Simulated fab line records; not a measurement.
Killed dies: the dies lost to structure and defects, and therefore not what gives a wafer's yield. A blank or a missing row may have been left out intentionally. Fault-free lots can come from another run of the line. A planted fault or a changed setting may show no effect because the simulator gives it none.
One fault through the eyes of 2 desks || flow gf180mcu || numbers are kept per desk, each desk with only its own; the story behind them comes last

## FOR THE TOOL OWNER'S DESK: rtp-anneal-02
Per lot that ran on this tool, the mean of the sampled wafers carrying a number, from the tool's own readings at GF_PSD_RTA_13 (time 20 s). If a lot's mean is further than 4 standard deviations from the usual mean, the lot is out of limits and carries the mark OUT (the distance appears in the brackets).
Columns: A = anneal-temp-c-max at GF_PSD_RTA_13, usual 1032.7; B = lamp-power-pct at GF_PSD_RTA_13, usual 32.0 %; C = run-length-s at GF_PSD_RTA_13, usual 49.0 s; D = wafer_temp_C_max at GF_PSD_RTA_13, usual 1029.6
{"lot": "L305", "first seen here": "day 14 08:26", "A": 1033.7, "B": 32.7, "C": 48.5, "D": 1028.9}
{"lot": "L310", "first seen here": "day 16 04:54", "A": 1033.7, "B": 32.7, "C": 50.8, "D": 1028.8}
{"lot": "L312", "first seen here": "day 16 21:52", "A": 1034.3, "B": 32.7, "C": 50.7, "D": 1029.2}
{"lot": "L316", "first seen here": "day 18 04:20", "A": 1031.4, "B": 32.7, "C": 48.7, "D": 1028.3}
{"lot": "L318", "first seen here": "day 18 22:06", "A": 1033.0, "B": 32.7, "C": "61.3 (+14) OUT", "D": 1028.2}
{"lot": "L320", "first seen here": "day 19 15:37", "A": 1033.7, "B": 32.7, "C": "65.8 (+19) OUT", "D": 1028.5}
{"lot": "L321", "first seen here": "day 19 20:36", "A": 1032.6, "B": 32.7, "C": "61.7 (+15) OUT", "D": 1029.7}
{"lot": "L327", "first seen here": "day 22 02:53", "A": 1033.6, "B": 32.7, "C": 48.6, "D": 1029.5}
{"lot": "L328", "first seen here": "day 22 03:34", "A": 1033.3, "B": 32.7, "C": 48.5, "D": 1029.2}
This desk's verdict: out of limits on L318, L320, L321, starting with L318 at day 18 22:06 (run-length-s at GF_PSD_RTA_13). Within limits: L305, L310, L312, L316, L327, L328.

## FROM THE METROLOGY DESK
What the gauges read for every lot (on any tool): the sampled wafers with a number, averaged. If a lot's mean is further than 4 standard deviations from the usual mean, the lot is out of limits and carries the mark OUT (the distance appears in the brackets).
Columns: A = HV_LDD_01_OVL at GF_HV_LDD_OVL_MEAS_20, usual -0.1 nm; B = HV_LDD_03_OVL at GF_HV_LDD_OVL_MEAS_47, usual 0.1 nm; C = NSD_RS at GF_PSD_RS_MEAS_14, usual 46.13 ohm/sq; D = PSD_RS at GF_PSD_RS_MEAS_15, usual 108.51 ohm/sq
{"lot": "L305", "first seen here": "day 10 21:34", "A": -2.6, "B": -0.2, "C": 46.20, "D": 108.75}
{"lot": "L306", "first seen here": "day 11 02:47", "A": -1.8, "B": -0.7, "C": 46.04, "D": 108.02}
{"lot": "L309", "first seen here": "day 12 02:16", "A": -0.9, "B": -1.0, "C": 46.01, "D": 108.13}
{"lot": "L310", "first seen here": "day 12 12:58", "A": -0.4, "B": 1.4, "C": 46.06, "D": 108.40}
{"lot": "L312", "first seen here": "day 13 02:49", "A": -0.9, "B": 0.0, "C": 46.06, "D": 108.43}
{"lot": "L313", "first seen here": "day 13 08:43", "A": 0.3, "B": -1.3, "C": 46.12, "D": 108.53}
{"lot": "L316", "first seen here": "day 14 05:30", "A": -0.9, "B": 1.5, "C": 46.22, "D": 108.88}
{"lot": "L318", "first seen here": "day 14 21:15", "A": -1.7, "B": 0.6, "C": "43.77 (-26) OUT", "D": "104.16 (-16) OUT"}
{"lot": "L320", "first seen here": "day 15 14:13", "A": 1.9, "B": 0.1, "C": "43.18 (-33) OUT", "D": "103.05 (-20) OUT"}
{"lot": "L321", "first seen here": "day 15 19:16", "A": 0.6, "B": 0.1, "C": "43.84 (-26) OUT", "D": "104.48 (-14) OUT"}
{"lot": "L327", "first seen here": "day 17 20:23", "A": 0.8, "B": -0.2, "C": 46.12, "D": 108.80}
{"lot": "L328", "first seen here": "day 17 22:06", "A": 1.3, "B": -0.3, "C": 46.22, "D": 108.61}
Finding of this desk: L318, L320, L321 out of limits, first seen on L318 at day 18 22:11 (NSD_RS at GF_PSD_RS_MEAS_14). Within limits: L305, L306, L309, L310, L312, L313, L316, L327, L328.

## TAKEN TOGETHER
The tool owner's desk had the chance to raise an alarm at day 18 22:06 on L318, L320, L321.
At day 18 22:11 the metrology desk could have sounded an alarm, on L318, L320, L321.
Every lot named ran GF_PSD_RTA_13 on rtp-anneal-02.

## WHAT HAD BEEN PUT IN BY THE SIMULATOR
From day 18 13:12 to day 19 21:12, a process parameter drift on rtp-anneal-02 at GF_PSD_RTA_13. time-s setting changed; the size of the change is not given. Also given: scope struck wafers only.
Struck lots among those shown: L318, L320, L321.
Hours from the fault's start to each desk's first reading out of limits: the tool owner's desk, 9; the metrology desk, 9.
